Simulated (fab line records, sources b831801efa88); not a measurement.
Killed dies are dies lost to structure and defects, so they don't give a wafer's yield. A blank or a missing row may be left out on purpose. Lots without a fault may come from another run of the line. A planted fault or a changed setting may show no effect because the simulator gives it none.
A struck lot beside a sound one | flow sky130 | 15 steps out of a route of 708
Sound: wafers L786.1, L786.2, L786.5. Struck: wafers L795.1, L795.4, L795.6. The cause comes at the end.
At each step with rows: each side's tool, then ch and its chambers, then its first start. Under that, the readings that differ: sound wafers | struck wafers | difference of the means | sigmas: that difference in standard deviations of wafers without a fault.
alike: readings whose means differ by less than 2 such deviations, and words and numbers that are the same on both sides. not compared: withheld readings, readings that some wafer has no value for, bounds like >300 that may hide the same value, and numbers for which the record gives no deviation and whose values overlap.
The two part at a step that has a row with sigmas, a row that says differs or no value, or rows on one side only. Numbers that don't overlap but have no deviation are shown without sigmas and don't part them. A reading that every wafer of one side lacks parts them only if that side has two wafers or more.

first, 2 steps without rows for these wafers: SKY_VT_ADJUST_LVTN_PEB_05; SKY_VT_ADJUST_LVTN_DEVELOP_06 (develop time 60 s).
SKY_VT_ADJUST_LVTN_OVL_MEAS_07:
  sound on overlay-02, day 8 13:24; struck on overlay-02, day 11 01:40
  alike: VT_ADJUST_LVTN_OVL
then, 1 step without rows for these wafers: SKY_VT_ADJUST_LVTN_IMPLANT_08.
SKY_VT_ADJUST_LVTN_STRIP_09: strips in O2/N2.
  sound on plasma_asher-03 ch 0,1, day 8 13:35; struck on plasma_asher-04 ch 0,1, day 11 01:52
  alike: drypump_motor_current_A, oes_product_au, strip_time_to_endpoint_s
  not compared: rf_hours_counter_h
SKY_VT_ADJUST_LVTN_TW_MEAS_10:
  sound on film_metro-03, day 8 13:41; struck on film_metro-02, day 11 01:58
  alike: VT_ADJUST_LVTN_TW
then, 6 steps without rows for these wafers: SKY_VT_ADJUST_LVTN_DEHYDRATE_11 (time 60 s); SKY_VT_ADJUST_LVTN_HMDS_12 (prime time 60 s); SKY_VT_ADJUST_LVTN_COAT_13 (resist thk 1140 nm); SKY_VT_ADJUST_LVTN_SOFTBAKE_14 (time 60 s); SKY_VT_ADJUST_LVTN_EXPOSE_15 (exposes mask HVN STD DERIVED, target cd 600 nm); SKY_VT_ADJUST_LVTN_PEB_16.
SKY_VT_ADJUST_LVTN_DEVELOP_17: develop time 60 s.
  sound on litho_track-02 ch 0, day 9 10:35; struck on litho_track-02 ch 0, day 12 01:35
  reading              | sound             | struck            | difference | sigmas
  developer_temp_C (C) | 23.03 23.20 23.25 | 25.19 25.23 25.14 | +2.03      | +20
SKY_VT_ADJUST_LVTN_OVL_MEAS_18:
  sound on overlay-02, day 9 10:44; struck on overlay-01, day 12 01:44
  reading                    | sound       | struck         | difference | sigmas
  VT_ADJUST_LVTN_01_OVL (nm) | 2.1 3.6 0.4 | -4.0 -5.1 -5.9 | -7.0       | -4
-- the record jumps here: 38 days lie between the struck wafers' starts before and after (it left off in module VT_ADJUST_LVTN and takes up again in module PAD_OPEN, whose first step shown is number 708 of the route) --
SKY_PAD_OPEN_PROBE_99:
  sound on prober-02, day 48 01:40; struck on prober-01, day 50 02:26
  alike: killed_at_M0_to_M3, killed_at_M4_up, killed_at_contacts, killed_at_front_end, killed_at_other, killed_dies, killed_open, killed_short

WHERE THEY PART
First at SKY_VT_ADJUST_LVTN_DEVELOP_17; last, within this record, at SKY_VT_ADJUST_LVTN_OVL_MEAS_18. Later steps at which nothing parts them and some readings are alike: SKY_PAD_OPEN_PROBE_99.

WHY: what the simulator had put in
Process parameter drift: litho_track-02, from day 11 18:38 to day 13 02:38, at SKY_VT_ADJUST_LVTN_DEVELOP_17. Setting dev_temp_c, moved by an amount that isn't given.
